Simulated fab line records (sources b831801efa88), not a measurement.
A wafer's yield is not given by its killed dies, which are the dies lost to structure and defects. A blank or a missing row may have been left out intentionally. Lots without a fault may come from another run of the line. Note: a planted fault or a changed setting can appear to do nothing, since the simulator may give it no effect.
One fault seen from 2 desks -- flow sfqLine -- what lay behind the numbers comes last; until then each desk has only its own

== AT THE METROLOGY DESK ==
What the gauges read for every lot (on any tool): the sampled wafers with a number, averaged. If a lot's mean is further than 4 standard deviations from the usual mean, the lot is out of limits and carries the mark OUT (the distance appears in the brackets).
Columns: A = M6_NB_RS at SFQ_M6_RS_MEAS_938, usual 0.894 ohm/sq; B = M6_OVL at SFQ_M6_OVL_MEAS_940, usual 1 nm
lot,first seen here,A,B
L369,day 72 09:23,0.902,10
L371,day 74 04:41,0.886,3
L385,day 78 09:18,0.887,0
L387,day 79 07:42,0.896,-8
L388,day 79 09:11,0.894,-2
L389,day 79 10:23,0.904,-2
This desk found nothing out of limits on any of the 6 lots.

== DESK OF THE TOOL OWNER: rieMetal-03 ==
The tool's own readings at SFQ_TRILAYER_M6_BARC_OPEN_METAL_ETCH_206 (etches BARC in O2, target depth 125 nm, time 41.7 s): means of the sampled wafers that have a number, for each lot that ran on this tool. If a lot's mean is further than 4 standard deviations from the usual mean, the lot is out of limits and carries the mark OUT (the distance appears in the brackets).
Columns: A = drypumpMotorCurrentA at SFQ_TRILAYER_M6_BARC_OPEN_METAL_ETCH_206, usual 5.9 A; B = oesProductAu at SFQ_TRILAYER_M6_BARC_OPEN_METAL_ETCH_206, usual 0.686 a.u.; C = rfFwdPowerW at SFQ_TRILAYER_M6_BARC_OPEN_METAL_ETCH_206, usual 594.7 W; D = runLengthS at SFQ_TRILAYER_M6_BARC_OPEN_METAL_ETCH_206, usual 70.0 s
lot,first seen here,A,B,C,D
L369,day 72 11:59,6.2,0.685,595.2,69.8
L385,day 79 19:12,6.3,0.708 (+5.1) OUT,596.2,68.0
L388,day 80 03:36,6.1,0.700,596.5,68.6
This desk's finding: out of limits on L385; first on L385, day 79 19:12 (oesProductAu at SFQ_TRILAYER_M6_BARC_OPEN_METAL_ETCH_206). L369, L388: within limits.

== BROUGHT TOGETHER ==
The tool owner's desk could have raised an alarm at day 79 19:12, on L385.
Nothing out of limits was seen by the metrology desk.
The metrology desk holds a record of L385, inside its limits.
On rieMetal-03, each named lot ran SFQ_TRILAYER_M6_BARC_OPEN_METAL_ETCH_206.

== WHAT THE SIMULATOR HAD PUT IN ==
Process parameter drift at SFQ_TRILAYER_M6_BARC_OPEN_METAL_ETCH_206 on rieMetal-03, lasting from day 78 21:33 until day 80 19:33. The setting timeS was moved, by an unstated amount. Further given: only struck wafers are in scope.
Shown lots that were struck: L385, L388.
Time in hours from fault onset to the first out-of-limits reading at each desk: the tool owner's desk, 22.
